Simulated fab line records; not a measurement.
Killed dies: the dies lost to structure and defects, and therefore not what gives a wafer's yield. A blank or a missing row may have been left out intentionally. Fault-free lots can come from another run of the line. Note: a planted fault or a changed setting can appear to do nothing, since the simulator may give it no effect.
Struck lot and sound lot, side by side / flow sky130 / 15 steps out of a route of 708
Sound: the wafers L838.3, L838.4, L838.5. Struck: wafers L850.2, L850.3, L850.5. The cause comes at the end.
At each step with rows: each side's tool, then ch and its chambers, then its first start. Under that, the readings that differ: sound wafers / struck wafers / difference of the means / sigmas: that difference in standard deviations of wafers without a fault.
alike: a reading whose means differ by less than 2 such deviations, as well as words and numbers matching on both sides. not compared: withheld readings; readings where some wafer has no value; bounds like >300 that might hide an equal value; numbers whose values overlap and for which the record gives no deviation.
Wherever a step has rows on one side only, a row that says differs or no value, or a row with sigmas, the two part there. Numbers that don't overlap but have no deviation are shown without sigmas and don't part them. Lack of a reading on every wafer of one side parts them only where that side has two or more wafers.

SKY_FIELD_ISO_ETCH_17: etches Si in HBr/Cl2/O2, target depth 342 nm, time 97.7 s.
  sound on rieSi-02 ch 0,1,3, day 2 06:02; struck on rieSi-01 ch 0,2, day 4 19:10
reading=throttleValvePct (%); sound=25.649 25.642 25.658; struck=25.677 25.681 25.671; difference=+0.027; sigmas=+2
  alike: HBr_flow_sccm, O2_flow_sccm, drypumpMotorCurrentA, oesProductAu
  not compared: rfHoursCounterH
then, 5 steps without rows for these wafers: SKY_FIELD_ISO_WET_ETCH_18 (etches Si3N4 in H3PO4, target depth 25 nm, time 286 s); SKY_FIELD_ISO_CLEAN_19 (cleans in SC1/SC2, time 150 s); SKY_FIELD_ISO_CLEAN_20 (cleans in dHF, time 20 s); SKY_FIELD_ISO_WET_ETCH_21 (etches SiO2 in dHF, target depth 20 nm, time 400 s); SKY_FIELD_ISO_OXIDATION_22 (stabilise 600 s, purge 300 s, target thk 10 nm).
SKY_FIELD_ISO_THK_MEAS_23:
  sound on filmMetro-04 at day 2 08:36; struck on filmMetro-01 at day 4 20:52
reading=FIELD_ISO_OXIDATION_01_THK (nm); sound=10.23 10.27 10.26; struck=9.89 9.91 9.55; difference=-0.47; sigmas=-3
then, 1 step without rows for these wafers: SKY_FIELD_ISO_CVD_24 (deposits SiO2, target thk 595 nm, time 99.2 s).
SKY_FIELD_ISO_THK_MEAS_25:
  sound on filmMetro-02 at day 2 08:44; struck on filmMetro-02 at day 4 21:00
  alike: FIELD_ISO_CVD_24_THK
then, 1 step without rows for these wafers: SKY_FIELD_ISO_ANNEAL_26 (time 1800 s).
SKY_FIELD_ISO_CMP_27: polishes, stops on Si3N4, t overpolish 16 s, target thk 457.8 nm.
  sound on cmp-02 ch 0,1, day 2 10:16; struck on cmp-02 ch 0,2, day 4 23:51
  alike: headPressurePsi, motorCurrentA, overpolishRunS, timeToEndpointS
then, 1 step without rows for these wafers: SKY_FIELD_ISO_WET_ETCH_28 (etches SiO2 in dHF, target depth 23.7 nm, time 46.19 s).
SKY_FIELD_ISO_WET_ETCH_29: etches Si3N4 in H3PO4, target depth 160 nm, time 1825 s.
  sound on wetBench-02 ch 0, day 2 10:35; struck on wetBench-02 ch 1, day 5 00:10
  no value came back on the struck wafers for bathGuardTempC (C), bathHeatDutyPct (%), timeS (s); on the sound wafers bathGuardTempC (C) reads 160.1 160.0 159.9
reading=model.Si3N4_of_FIELD_ISO_CVD_03.thkNm (nm); sound=0 0 0; struck=120 119.7 119; difference=+120; sigmas=
reading=model.SiO2_of_FIELD_ISO_OXIDATION_01.thkNm (nm); sound=11.86 11.78 11.7; struck=11.92 11.97 12.08; difference=+0.21; sigmas=
then, 1 step without rows for these wafers: SKY_FIELD_ISO_WET_ETCH_30 (etches SiO2 in dHF, target depth 25 nm, time 50 s).
-- here the record skips 44 days between the struck wafers' starts before and after, leaving off in module FIELD_ISO and picking up in module PAD_OPEN (first step shown: number 708 of the route) --
SKY_PAD_OPEN_PROBE_99:
  sound on prober-02 at day 46 00:16; struck on prober-02 at day 49 03:27
reading=killedAtFrontEnd; sound=14 19 18; struck=421 420 428; difference=+406; sigmas=+81
reading=killedDies; sound=78 86 90; struck=492 492 492; difference=+407; sigmas=+41
reading=killedOnRim; sound=24 19 10; struck=96 96 96; difference=+78; sigmas=+20
  alike: killed_at_M0_to_M3, killed_at_M4_up, killedAtContacts, killedAtOther, killedOpen, killedShort

## WHERE THEY PART
At SKY_FIELD_ISO_ETCH_17 first; at SKY_PAD_OPEN_PROBE_99 last (within this record only).

WHY: what the simulator had put in
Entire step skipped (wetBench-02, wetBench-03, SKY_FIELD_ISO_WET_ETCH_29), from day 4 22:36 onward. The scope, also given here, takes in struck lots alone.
